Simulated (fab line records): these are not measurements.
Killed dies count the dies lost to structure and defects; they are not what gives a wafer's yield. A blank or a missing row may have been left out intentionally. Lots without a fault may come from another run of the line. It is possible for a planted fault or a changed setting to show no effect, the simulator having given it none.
Comparing a struck lot with a sound one ; flow sky130 ; 43 out of 708 route steps
Sound: the wafers L154.2, L154.3, L154.5. Struck: wafers L163.1, L163.2, L163.4. The cause comes at the end.
For every step that has rows: the tool of each side, followed by ch and its chambers, followed by its first start. Under that, the readings that differ: sound wafers ; struck wafers ; difference of the means ; sigmas: that difference in standard deviations of wafers without a fault.
alike: a reading whose means differ by less than 2 such deviations, as well as words and numbers matching on both sides. not compared: withheld readings; readings where some wafer has no value; bounds like >300 that might hide an equal value; numbers whose values overlap and for which the record gives no deviation.
The two part at a step that has a row with sigmas, a row that says differs or no value, or rows on one side only. Non-overlapping numbers with no deviation appear without sigmas and do not part them. Lack of a reading on every wafer of one side parts them only where that side has two or more wafers.

SKY_POLY_GATE_THK_MEAS_04:
  struck on film metro-04, day 18 10:16; sound on film metro-01, day 14 21:33
reading;sound;struck;difference;sigmas
POLY_GATE_CVD_03_THK (nm);74.0 74.3 73.8;76.0 75.6 76.6;+2.0;+3
then, 8 steps without rows for these wafers: SKY_POLY_GATE_DEHYDRATE_05 (time 60 s); SKY_POLY_GATE_HMDS_06 (prime time 60 s); SKY_POLY_GATE_COAT_07 (resist thk 110 nm); SKY_POLY_GATE_COAT_08 (resist thk 450 nm); SKY_POLY_GATE_SOFTBAKE_09 (time 90 s); SKY_POLY_GATE_EXPOSE_10 (exposes mask P1M, target cd 150 nm); SKY_POLY_GATE_PEB_11; SKY_POLY_GATE_DEVELOP_12 (develop time 60 s).
SKY_POLY_GATE_CD_MEAS_13 targets a cd of 150 nm.
  struck on cd sem-01, day 19 17:16; sound on cd sem-01, day 15 22:49
  alike: cd nm
SKY_POLY_GATE_OVL_MEAS_14:
  struck on overlay-02, day 19 17:23; sound on overlay-01, day 15 22:55
  alike: POLY_GATE_OVL
SKY_POLY_GATE_ETCH_15: etches BARC in N2/H2, stops on SiO2, time 118.5 s, target depth 110 nm.
  sound on rie diel-01 ch 0,1,2, day 15 22:56; struck on rie diel-01 ch 0,2,3, day 19 17:25
  alike: drypump motor current A, oes product au, rf fwd power W, throttle valve pct
  not compared: rf hours counter h
SKY_POLY_GATE_ETCH_16: etches Si3N4 in CH3F/O2, stops on poly-Si, time 147.5 s, target depth 75 nm.
  sound on rie diel-01 ch 0,1,2, day 15 23:02; struck on rie diel-01 ch 0,2,3, day 19 17:30
reading;sound;struck;difference;sigmas
oes product au (a.u.);0.637 0.630 0.633;0.655 0.646 0.643;+0.015;+3
  alike: drypump motor current A, rf fwd power W, throttle valve pct
  not compared: rf hours counter h
SKY_POLY_GATE_ETCH_17: etches poly-Si in HBr/Cl2, stops on SiO2, target depth 180 nm, time 70.5 s.
  sound on rie si-02 ch 0,2,3, day 15 23:08; struck on rie si-01 ch 0,2,3, day 19 17:36
  alike: drypump motor current A, oes product au, rf fwd power W, throttle valve pct
  not compared: rf hours counter h
SKY_POLY_GATE_STRIP_18: strips in O2/N2.
  sound on plasma asher-04 ch 0,1, day 15 23:11; struck on plasma asher-02 ch 0,1, day 19 17:40
  alike: drypump motor current A, oes product au, strip time to endpoint s
  not compared: rf hours counter h
then, 2 steps without rows for these wafers: SKY_POLY_GATE_CLEAN_19 (cleans in SC1/SC2, time 150 s); SKY_POLY_GATE_OXIDATION_20 (stabilise 600 s, purge 300 s, target thk 4 nm).
SKY_POLY_GATE_THK_MEAS_21:
  struck on film metro-03, day 19 19:10; sound on film metro-04, day 16 02:53
  alike: POLY_GATE_OXIDATION_THK
SKY_POLY_GATE_CD_MEAS_22:
  struck on cd sem-01, day 19 19:13; sound on cd sem-01, day 16 02:58
  alike: cd nm
then, 7 steps without rows for these wafers: SKY_LDD_N_DEHYDRATE_00 (time 60 s); SKY_LDD_N_HMDS_01 (prime time 60 s); SKY_LDD_N_COAT_02 (resist thk 300 nm); SKY_LDD_N_SOFTBAKE_03 (time 60 s); SKY_LDD_N_EXPOSE_04 (exposes mask NTM, target cd 840 nm); SKY_LDD_N_PEB_05; SKY_LDD_N_DEVELOP_06 (develop time 60 s).
SKY_LDD_N_OVL_MEAS_07:
  struck on overlay-01, day 21 02:18; sound on overlay-01, day 17 07:29
  alike: LDD_N_OVL
then, 8 steps without rows for these wafers: SKY_LDD_N_IMPLANT_08; SKY_LDD_N_IMPLANT_09; SKY_LDD_N_IMPLANT_10; SKY_LDD_N_IMPLANT_11; SKY_LDD_N_IMPLANT_12; SKY_LDD_N_IMPLANT_13; SKY_LDD_N_IMPLANT_14; SKY_LDD_N_IMPLANT_15.
SKY_LDD_N_STRIP_16: strips in O2/N2.
  sound on plasma asher-04 ch 0,1, day 17 08:43; struck on plasma asher-04 ch 0,1, day 21 03:32
  alike: drypump motor current A, oes product au, strip time to endpoint s
  not compared: rf hours counter h
SKY_LDD_N_TW_MEAS_17:
  struck on film metro-02, day 21 03:38; sound on film metro-04, day 17 08:50
  alike: LDD_N_TW
then, 5 steps without rows for these wafers: SKY_LDD_P_DEHYDRATE_00 (time 60 s); SKY_LDD_P_HMDS_01 (prime time 60 s); SKY_LDD_P_COAT_02 (resist thk 1140 nm); SKY_LDD_P_SOFTBAKE_03 (time 60 s); SKY_LDD_P_EXPOSE_04 (exposes mask PSDM, target cd 380 nm).
-- here the record skips 27 days between the struck wafers' starts before and after, leaving off in module LDD_P and picking up in module PAD_OPEN (first step shown: number 708 of the route) --
SKY_PAD_OPEN_PROBE_99:
  struck on prober-02, day 48 00:46; sound on prober-01, day 45 10:28
reading;sound;struck;difference;sigmas
killed at front end;14 14 14;78 88 55;+60;+13
killed dies;86 82 64;153 162 121;+68;+7
  alike: killed_at_M0_to_M3, killed_at_M4_up, killed at contacts, killed at other, killed open, killed short

## WHERE THEY PART
At SKY_POLY_GATE_THK_MEAS_04 first; at SKY_PAD_OPEN_PROBE_99 last (within this record only).

WHY: what had been put in by the simulator
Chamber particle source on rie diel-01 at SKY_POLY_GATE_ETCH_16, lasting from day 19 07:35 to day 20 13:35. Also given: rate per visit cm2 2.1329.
